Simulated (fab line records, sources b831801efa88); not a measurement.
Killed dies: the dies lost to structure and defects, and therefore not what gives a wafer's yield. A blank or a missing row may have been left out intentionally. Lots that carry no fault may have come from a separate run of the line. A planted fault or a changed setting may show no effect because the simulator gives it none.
Matching of chambers || flow sky130 || pecvd-03 running SKY_CAPM_CVD_00: 3 sister chambers
The step deposits SiO2, target thk 15.5 nm. 6 wafers are shown with their chamber, then 8 later ones without.

## WAFERS WITH THEIR CHAMBER
{"wafer": "L089.2", "chamber": 2, "heater_power_w (W)": 800, "susceptor_temp_C (C)": 399.93}
{"wafer": "L089.3", "chamber": 0, "heater_power_w (W)": 676, "susceptor_temp_C (C)": 400.19}
{"wafer": "L090.2", "chamber": 0, "heater_power_w (W)": 776, "susceptor_temp_C (C)": 399.75}
{"wafer": "L090.3", "chamber": 1, "heater_power_w (W)": 725, "susceptor_temp_C (C)": 399.49}
{"wafer": "L090.4", "chamber": 2, "heater_power_w (W)": 781, "susceptor_temp_C (C)": 400.04}
{"wafer": "L094.3", "chamber": 1, "heater_power_w (W)": 711, "susceptor_temp_C (C)": 400.05}

## WAFERS MISSING THEIR CHAMBER
{"wafer": "L094.4", "heater_power_w (W)": 725, "susceptor_temp_C (C)": 400.35}
{"wafer": "L094.6", "heater_power_w (W)": 705, "susceptor_temp_C (C)": 400.20}
{"wafer": "L095.1", "heater_power_w (W)": 683, "susceptor_temp_C (C)": 399.96}
{"wafer": "L095.4", "heater_power_w (W)": 686, "susceptor_temp_C (C)": 399.89}
{"wafer": "L095.6", "heater_power_w (W)": 707, "susceptor_temp_C (C)": 400.22}
{"wafer": "L097.1", "heater_power_w (W)": 619, "susceptor_temp_C (C)": 399.72}
{"wafer": "L097.2", "heater_power_w (W)": 814, "susceptor_temp_C (C)": 400.16}
{"wafer": "L097.4", "heater_power_w (W)": 795, "susceptor_temp_C (C)": 400.11}

## CHAMBER TAKEN BY EACH
{"wafer": "L094.4", "from the rows above": "can't be placed: 0 or 1 or 2", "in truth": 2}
{"wafer": "L094.6", "from the rows above": "can't be placed: 0 or 1 or 2", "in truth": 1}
{"wafer": "L095.1", "from the rows above": "can't be placed: 0 or 1 or 2", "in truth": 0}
{"wafer": "L095.4", "from the rows above": "can't be placed: 1 or 0 or 2", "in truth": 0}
{"wafer": "L095.6", "from the rows above": "can't be placed: 0 or 1 or 2", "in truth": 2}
{"wafer": "L097.1", "from the rows above": "can't be placed: 1 or 0 or 2", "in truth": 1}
{"wafer": "L097.2", "from the rows above": "can't be placed: 2 or 0 or 1", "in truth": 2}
{"wafer": "L097.4", "from the rows above": "can't be placed: 2 or 0 or 1", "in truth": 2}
Correct placement for 0 of the 8. Unplaceable from these rows: 8, with the true chamber sitting among the candidates in 8. Number placed wrongly: 0.
How it was worked out, from the rows above alone: a wafer's distance from a chamber is the root of the sum, over the readings, of the square of ((its reading less the chamber's mean) divided by the reading's scatter). The wafer belongs to the nearest chamber; if the next one is less than 2 further off, it can't be placed. For every chamber, the mean is computed from those of its wafers that are shown. The scatter is the square root of a quotient: the sum, over the shown wafers, of each reading's squared deviation from its chamber's mean, divided by wafers minus chambers.
